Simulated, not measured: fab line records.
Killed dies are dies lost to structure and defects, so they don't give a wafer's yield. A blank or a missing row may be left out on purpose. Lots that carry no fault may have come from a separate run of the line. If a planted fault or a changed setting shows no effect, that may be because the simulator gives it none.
What tool caused it?    flow gf180mcu    6 lots with 18 wafers sampled at 2 steps, on a route of 602 steps

== WHAT THE GAUGES READ, wafer by wafer ==
GF_M4_THK_MEAS_06: measures by xrf.
lot   measured      on             M4_ALCU_THK (nm)
L549  day 23 12:03  film metro-04  440 453 449
L554  day 25 08:12  film metro-03  439 441 443
L556  day 26 04:40  film metro-03  442 444 446
L562  day 28 05:17  film metro-02  434 441 441
L563  day 28 15:12  film metro-04  445 444 442
L568  day 29 11:05  film metro-03  441 444 444

== EACH LOT AND THE TOOL THAT RAN IT (in order: tool; ch and the chambers of the sampled wafers; start) ==
lot   GF_M4_SPUTTER_00
L549  pvd sputter-01, day 23 11:43
L554  pvd sputter-04, day 25 07:52
L556  pvd sputter-02, day 26 04:19
L562  pvd sputter-04, day 28 04:57
L563  pvd sputter-02, day 28 14:52
L568  pvd sputter-01, day 29 10:44
- GF_M4_SPUTTER_00: material Ti, target thk 37.5 nm, time 150 s.

== THE ANSWER, worked out from the rows above alone ==
Rule: the usual values come from the lots themselves. Put in order of their means at a reading, lots are off if they are a third of the lots or fewer, leave a main group of 4 or more, and stand apart from it by a gap of 3 or more times the standard deviation of the main group's means; of several such gaps the widest counts. Not used: any main group whose means are identical at the precision the tables above print for the reading. A lot without any number at a reading at which 4 lots or more have one is off too. Where the step has rows for the other lots, those lots are counted as sound.
None of the lots is off at any reading shown; this tells nothing.

== WHAT THE SIMULATOR HAD PUT IN ==
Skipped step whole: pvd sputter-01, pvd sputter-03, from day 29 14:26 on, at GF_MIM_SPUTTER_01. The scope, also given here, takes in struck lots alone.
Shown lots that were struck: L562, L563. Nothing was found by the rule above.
